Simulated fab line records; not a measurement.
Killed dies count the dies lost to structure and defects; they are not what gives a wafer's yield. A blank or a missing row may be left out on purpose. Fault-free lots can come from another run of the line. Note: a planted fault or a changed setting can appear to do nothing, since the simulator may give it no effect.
One fault seen from 2 desks + flow sky130 + only its own numbers are on each desk; what lay behind them is given at the end

## THE METROLOGY DESK
Lot by lot, what the gauges showed, no matter which tool ran the lot: averages of those sampled wafers that carry a number. If a lot's mean is further than 4 standard deviations from the usual mean, the lot is out of limits and carries the mark OUT (the distance appears in the brackets).
Columns: A = cdNm at SKY_METAL4_CD_MEAS_13, usual 299.7 nm; B = METAL4_OVL at SKY_METAL4_OVL_MEAS_14, usual -1 nm
| lot  | first seen here | A     | B  |
|------|-----------------|-------|----|
| L295 | day 44 09:37    | 300.5 | -4 |
| L305 | day 46 16:04    | 299.1 | -2 |
| L306 | day 47 04:23    | 300.8 | 1  |
| L310 | day 48 03:19    | 300.5 | -8 |
| L311 | day 48 03:34    | 298.0 | 0  |
| L313 | day 48 17:46    | 297.9 | 4  |
This desk's finding: nothing out of limits on any of the 6 lots.

## THE TOOL OWNER'S DESK: wetBench-04
The tool's own readings at SKY_METAL4_STRIP_20 (strips in post etch residue remover, time 1200 s): means of the sampled wafers that have a number, for each lot that ran on this tool. If a lot's mean is further than 4 standard deviations from the usual mean, the lot is out of limits and carries the mark OUT (the distance appears in the brackets).
Columns: A = bathGuardTempC at SKY_METAL4_STRIP_20, usual 72.5 C; B = bathHeatDutyPct at SKY_METAL4_STRIP_20, usual 14.7 %
| lot  | first seen here | A    | B    |
|------|-----------------|------|------|
| L310 | day 48 03:53    | 72.1 | 15.7 |
This desk's finding: nothing out of limits on the one lot.

## BROUGHT TOGETHER
Nothing out of limits was seen by the metrology desk.
Nothing out of limits was seen by the tool owner's desk.

## WHAT WAS PUT IN BY THE SIMULATOR
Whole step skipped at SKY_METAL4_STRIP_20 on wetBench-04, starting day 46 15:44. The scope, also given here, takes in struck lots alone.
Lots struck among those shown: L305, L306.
